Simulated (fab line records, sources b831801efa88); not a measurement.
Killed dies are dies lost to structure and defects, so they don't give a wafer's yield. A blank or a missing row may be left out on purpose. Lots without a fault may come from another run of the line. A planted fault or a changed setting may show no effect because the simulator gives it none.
One fault seen from 2 desks | flow sky130 | each desk has only its own numbers; what lay behind them comes last

THE METROLOGY DESK
What the gauges read, lot by lot, whatever tool the lot ran on: means of the sampled wafers that have a number. A lot is out of limits, marked OUT, if its mean lies more than 4 standard deviations from the usual mean; the brackets give that distance.
Columns: A = cd_nm at SKY_VIA2_CD_MEAS_12, usual 200.7 nm
lot  | first seen here | A
L895 | day 37 19:09    | 199.0
L897 | day 38 06:27    | 203.0
L896 | day 38 08:10    | 202.1
L898 | day 38 15:58    | 199.0
L899 | day 38 23:48    | 199.4
L900 | day 39 06:10    | 202.6
L901 | day 39 14:50    | 200.6
L904 | day 40 19:10    | 199.7
L905 | day 41 01:25    | 197.6
L915 | day 43 14:54    | 201.3
L916 | day 43 20:10    | 200.1
L918 | day 44 03:25    | 201.1
This desk's finding: nothing out of limits on any of the 12 lots.

THE TOOL OWNER'S DESK: cvd_w-01
The tool's own readings at SKY_VIA3_CVD_21 (deposits W, target thk 390 nm, time 117.31 s): means of the sampled wafers that have a number, for each lot that ran on this tool. A lot is out of limits, marked OUT, if its mean lies more than 4 standard deviations from the usual mean; the brackets give that distance.
Columns: A = heater_power_w at SKY_VIA3_CVD_21, usual 898 W
lot  | first seen here | A
L895 | day 41 05:26    | 996
L898 | day 42 00:12    | 1015
L900 | day 42 13:12    | 959
L901 | day 42 21:02    | 922
L904 | day 44 01:51    | 984
L905 | day 44 08:13    | 967
L915 | day 46 16:00    | 975
This desk's finding: nothing out of limits on any of the 7 lots.

PUT TOGETHER
The metrology desk saw nothing out of limits.
The tool owner's desk saw nothing out of limits.

WHAT THE SIMULATOR HAD PUT IN
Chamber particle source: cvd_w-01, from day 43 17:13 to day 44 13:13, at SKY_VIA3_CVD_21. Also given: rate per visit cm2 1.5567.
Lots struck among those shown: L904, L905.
